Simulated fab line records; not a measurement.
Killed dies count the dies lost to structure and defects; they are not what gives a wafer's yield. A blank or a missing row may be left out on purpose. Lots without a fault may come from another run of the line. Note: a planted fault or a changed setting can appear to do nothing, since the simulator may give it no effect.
What tool caused it? :: flow gf180mcu :: 21 wafers from 7 lots sampled at 2 of the route's 602 steps

== WHAT THE GAUGES SHOWED, per wafer ==
GF_LVPWELL_TW_MEAS_11.
lot: L173
measured: day 4 14:18
on: film-metro-03
LVPWELL_TW: 558 555 557

lot: L175
measured: day 4 23:18
on: film-metro-03
LVPWELL_TW: 557 557 559

lot: L178
measured: day 5 20:19
on: film-metro-03
LVPWELL_TW: 556 555 556

lot: L186
measured: day 7 17:59
on: film-metro-04
LVPWELL_TW: 570 570 566

lot: L189
measured: day 8 07:28
on: film-metro-03
LVPWELL_TW: 560 560 561

lot: L191
measured: day 9 01:12
on: film-metro-03
LVPWELL_TW: 558 561 561

lot: L193
measured: day 9 06:09
on: film-metro-04
LVPWELL_TW: 562 564 562

== WHICH TOOL RAN EACH LOT (tool, then ch and the chambers of the sampled wafers, then the start) ==
lot: L173
GF_STI_CMP_25: cmp-01 ch 0,2, day 2 20:11

lot: L175
GF_STI_CMP_25: cmp-01 ch 0,2, day 3 04:55

lot: L178
GF_STI_CMP_25: cmp-01 ch 1,2,3, day 3 22:26

lot: L186
GF_STI_CMP_25: cmp-02 ch 0,1,3, day 5 17:25

lot: L189
GF_STI_CMP_25: cmp-01 ch 0,3, day 6 04:37

lot: L191
GF_STI_CMP_25: cmp-02 ch 1,2, day 6 19:19

lot: L193
GF_STI_CMP_25: cmp-01 ch 2,3, day 7 03:04
- GF_STI_CMP_25: polishes, stops on Si3N4, t overpolish 33 s, target thk 524.6 nm.

== THE ANSWER, worked out from the rows above alone ==
Rule: the usual values come from the lots themselves. Put in order of their means at a reading, lots are off if they are a third of the lots or fewer, leave a main group of 4 or more, and stand apart from it by a gap of 3 or more times the standard deviation of the main group's means; of several such gaps the widest counts. The tables above print the reading to a certain number of digits; a main group whose means all agree to those digits is not used. A lot without any number at a reading at which 4 lots or more have one is off too. Any other lot the step has rows for is counted as sound.
Across all readings shown, no lot is off: no conclusion can be drawn from this.

== WHAT THE SIMULATOR HAD INSERTED ==
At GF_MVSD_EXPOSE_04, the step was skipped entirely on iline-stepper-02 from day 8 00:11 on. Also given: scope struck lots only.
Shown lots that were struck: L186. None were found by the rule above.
